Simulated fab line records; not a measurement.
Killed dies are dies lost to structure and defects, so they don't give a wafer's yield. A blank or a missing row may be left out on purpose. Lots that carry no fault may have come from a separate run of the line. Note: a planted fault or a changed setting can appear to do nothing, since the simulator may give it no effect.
Which tool is to blame?	flow sky130	7 lots with 21 wafers sampled at 2 steps, on a route of 708 steps

## WHAT THE GAUGES READ, wafer by wafer
SKY_VT_ADJUST_HVTR_OVL_MEAS_08.
lot	measured	on	VT_ADJUST_HVTR_OVL (nm)
L267	day 9 23:53	overlay-02	0.8 1.3 1.2
L269	day 10 12:41	overlay-02	-1.2 1.5 1.3
L270	day 11 08:29	overlay-01	0.7 -0.8 -1.1
L273	day 11 22:22	overlay-02	-1.7 -1.6 -1.7
L282	day 14 15:14	overlay-01	1.4 0.3 2.8
L284	day 15 08:58	overlay-02	0.9 2.2 0.3
L288	day 16 11:07	overlay-02	0.6 -0.3 -1.9

## WHICH TOOL RAN EACH LOT (tool, then ch and the chambers of the sampled wafers, then the start)
lot	SKY_NWELL_DEVELOP_22
L267	litho track-03 ch 0, day 5 19:00
L269	litho track-04 ch 0, day 6 05:00
L270	litho track-03 ch 0, day 6 22:00
L273	litho track-01 ch 0, day 7 10:00
L282	litho track-03 ch 0, day 9 14:00
L284	litho track-03 ch 0, day 10 03:00
L288	litho track-04 ch 0, day 11 01:00
- SKY_NWELL_DEVELOP_22: develop time 60 s.

## THE ANSWER, worked out from the rows above alone
Rule: usual is defined by the lots themselves. The widest of any qualifying gaps counts: lots, ordered by their means at a reading, are off when they make up no more than a third of the lots, leave a main group of 4 or more, and stand apart from it by 3 or more times the standard deviation of that group's means. Not used: any main group whose means are identical at the precision the tables above print for the reading. A lot without any number at a reading at which 4 lots or more have one is off too. The other lots that the step has rows for count as sound.
No lot is off at any reading shown: from this, nothing can be told.

## WHAT THE SIMULATOR HAD PUT IN
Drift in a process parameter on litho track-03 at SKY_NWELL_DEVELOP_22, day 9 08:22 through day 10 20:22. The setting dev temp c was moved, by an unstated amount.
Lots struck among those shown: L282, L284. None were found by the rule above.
